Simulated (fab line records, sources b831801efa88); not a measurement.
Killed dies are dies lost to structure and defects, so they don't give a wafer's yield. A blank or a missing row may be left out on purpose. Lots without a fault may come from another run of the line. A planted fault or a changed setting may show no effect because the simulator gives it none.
Which tool did it? | flow gf180mcu | 10 lots, 30 wafers sampled, at 5 steps of a route of 602

WHAT THE GAUGES READ, wafer by wafer
GF_M3_RS_MEAS_05: measures by four-point-probe. Usual: M3_ALCU_RS 0.0695 ohm/sq, standard deviation 0.0007.
lot  | measured     | on            | M3_ALCU_RS (ohm/sq)                       | flag
L651 | day 20 06:17 | film_metro-02 | 0.0693 0.0694 0.0695                      |
L652 | day 20 16:04 | film_metro-04 | 0.0701 0.0692 0.0685                      |
L654 | day 21 21:18 | film_metro-02 | 0.0696 0.0693 0.0696                      |
L653 | day 22 03:44 | film_metro-02 | 0.0688 0.0684 0.0684                      |
L655 | day 22 18:03 | film_metro-02 | 0.0696 0.0683 0.0687                      |
L656 | day 23 07:05 | film_metro-02 | 0.0691 0.0701 0.0703                      |
L664 | day 25 10:36 | film_metro-01 | 0.0699 0.0925 0.0702 0.0700 0.0925 0.0702 | OFF
L667 | day 26 07:37 | film_metro-04 | 0.0704 0.0703 0.0710                      |
L668 | day 26 15:50 | film_metro-01 | 0.0683 0.0685 0.0681                      |
L669 | day 26 22:22 | film_metro-02 | 0.0708 0.0709 0.0712                      |

GF_M3_THK_MEAS_06: measures by xrf. Usual: M3_ALCU_THK 448 nm, standard deviation 5.3.
lot  | measured     | on            | M3_ALCU_THK (nm)        | flag
L651 | day 20 06:23 | film_metro-02 | 449 449 446             |
L652 | day 20 16:10 | film_metro-04 | 443 447 452             |
L654 | day 21 21:25 | film_metro-02 | 445 448 447             |
L653 | day 22 03:50 | film_metro-02 | 455 457 455             |
L655 | day 22 18:10 | film_metro-02 | 449 456 452             |
L656 | day 23 07:13 | film_metro-02 | 446 442 440             |
L664 | day 25 13:23 | film_metro-01 | 445 337 447 444 339 446 | OFF
L667 | day 26 07:44 | film_metro-04 | 441 443 440             |
L668 | day 26 15:57 | film_metro-01 | 456 457 461             |
L669 | day 26 22:27 | film_metro-02 | 442 440 438             |

WHICH TOOL RAN EACH LOT (tool, then ch and the chambers of the sampled wafers, then the start)
lot  | GF_CONTACT_CVD_02               | GF_CONTACT_SPUTTER_22        | GF_M3_SPUTTER_02
L651 | pecvd-04 ch 0,1,2, day 15 03:04 | pvd_sputter-02, day 16 01:52 | pvd_sputter-03, day 20 06:08
L652 | pecvd-04 ch 0,1,2, day 15 12:22 | pvd_sputter-02, day 16 11:16 | pvd_sputter-01, day 20 15:56
L654 | pecvd-01 ch 0,1,2, day 16 14:50 | pvd_sputter-02, day 17 14:40 | pvd_sputter-03, day 21 21:13
L653 | pecvd-01 ch 0,1,2, day 16 19:14 | pvd_sputter-02, day 17 19:58 | pvd_sputter-03, day 22 03:35
L655 | pecvd-03 ch 0,1, day 17 10:47   | pvd_sputter-04, day 18 11:04 | pvd_sputter-01, day 22 17:56
L656 | pecvd-01 ch 0,1, day 18 00:08   | pvd_sputter-02, day 19 00:31 | pvd_sputter-01, day 23 07:00
L664 | pecvd-03 ch 0,2, day 20 08:32   | pvd_sputter-02, day 21 09:44 | pvd_sputter-03, day 25 10:31
L667 | pecvd-04 ch 1,2, day 21 06:27   | pvd_sputter-02, day 22 07:40 | pvd_sputter-02, day 26 07:32
L668 | pecvd-04 ch 0,1,2, day 21 16:50 | pvd_sputter-02, day 22 17:16 | pvd_sputter-01, day 26 15:44
L669 | pecvd-04 ch 0,1,2, day 22 01:53 | pvd_sputter-03, day 23 02:19 | pvd_sputter-01, day 26 22:12
- GF_CONTACT_CVD_02: deposits SiO2 from TEOS, target thk 860 nm, time 95.992 s.
- GF_CONTACT_SPUTTER_22: material Ti, target thk 15 nm, time 80.02 s.
- GF_M3_SPUTTER_02: material AlCu, target thk 450 nm, time 23.9 s.

WHAT THE TOOLS THEMSELVES READ (means of the sampled wafers that have a number; where no wafer has one, the mark that the record gives instead)
GF_CONTACT_CVD_02. Usual: heater_power_w 622 W, standard deviation 88.
lot  | tool     | heater_power_w (W) | flag
L651 | pecvd-04 | 655                |
L652 | pecvd-04 | 671                |
L654 | pecvd-01 | 647                |
L653 | pecvd-01 | 612                |
L655 | pecvd-03 | 606                |
L656 | pecvd-01 | 532                |
L664 | pecvd-03 | 638                |
L667 | pecvd-04 | 603                |
L668 | pecvd-04 | 603                |
L669 | pecvd-04 | 679                |

GF_CONTACT_SPUTTER_22. Usual: substrate_temp_c 200.02 C, standard deviation 0.16; throttle_valve_pct 29.9 %, standard deviation 0.72.
lot  | tool           | substrate_temp_c (C) | throttle_valve_pct (%) | flag
L651 | pvd_sputter-02 | 200.06               | 29.7                   |
L652 | pvd_sputter-02 | 200.06               | 29.7                   |
L654 | pvd_sputter-02 | 200.21               | 30.0                   |
L653 | pvd_sputter-02 | 199.86               | 30.1                   |
L655 | pvd_sputter-04 | 200.09               | 29.3                   |
L656 | pvd_sputter-02 | 199.94               | 29.8                   |
L664 | pvd_sputter-02 | 200.11               | 29.9                   |
L667 | pvd_sputter-02 | 200.00               | 29.8                   |
L668 | pvd_sputter-02 | 200.17               | 29.2                   |
L669 | pvd_sputter-03 | 199.99               | 29.4                   |

GF_M3_SPUTTER_02. Usual: throttle_valve_pct 30.2 %, standard deviation 1.1.
lot  | tool           | throttle_valve_pct (%) | flag
L651 | pvd_sputter-03 | 30.6                   |
L652 | pvd_sputter-01 | 31.3                   |
L654 | pvd_sputter-03 | 29.9                   |
L653 | pvd_sputter-03 | 29.2                   |
L655 | pvd_sputter-01 | 30.8                   |
L656 | pvd_sputter-01 | 30.9                   |
L664 | pvd_sputter-03 | 30.2                   |
L667 | pvd_sputter-02 | 29.8                   |
L668 | pvd_sputter-01 | 30.9                   |
L669 | pvd_sputter-01 | 30.0                   |

THE ANSWER, worked out from the rows above alone
Rule: a lot is off if the mean of its wafers that have a number lies more than 3 standard deviations from the usual mean. A lot without any number at a reading at which 4 lots or more have one is off too. The other lots that the step has rows for count as sound. The gauges are gone through in route order, then the tools' own readings, and for those a lot's mean is taken as printed above. The first step at which some lot is off is used, and at that step the reading that is off furthest; a lot without a number counts as furthest.
Off: L664, at GF_M3_RS_MEAS_05 (M3_ALCU_RS).
A tool fits if, at a process step before that reading, it ran every lot that is off, and no sound lot after the first of them. The gauges at GF_M3_RS_MEAS_05 are tried like those tools. Can't be told from this: 2 tools fit, pecvd-03 at GF_CONTACT_CVD_02, pvd_sputter-03 at GF_M3_SPUTTER_02.

WHAT THE SIMULATOR HAD PUT IN
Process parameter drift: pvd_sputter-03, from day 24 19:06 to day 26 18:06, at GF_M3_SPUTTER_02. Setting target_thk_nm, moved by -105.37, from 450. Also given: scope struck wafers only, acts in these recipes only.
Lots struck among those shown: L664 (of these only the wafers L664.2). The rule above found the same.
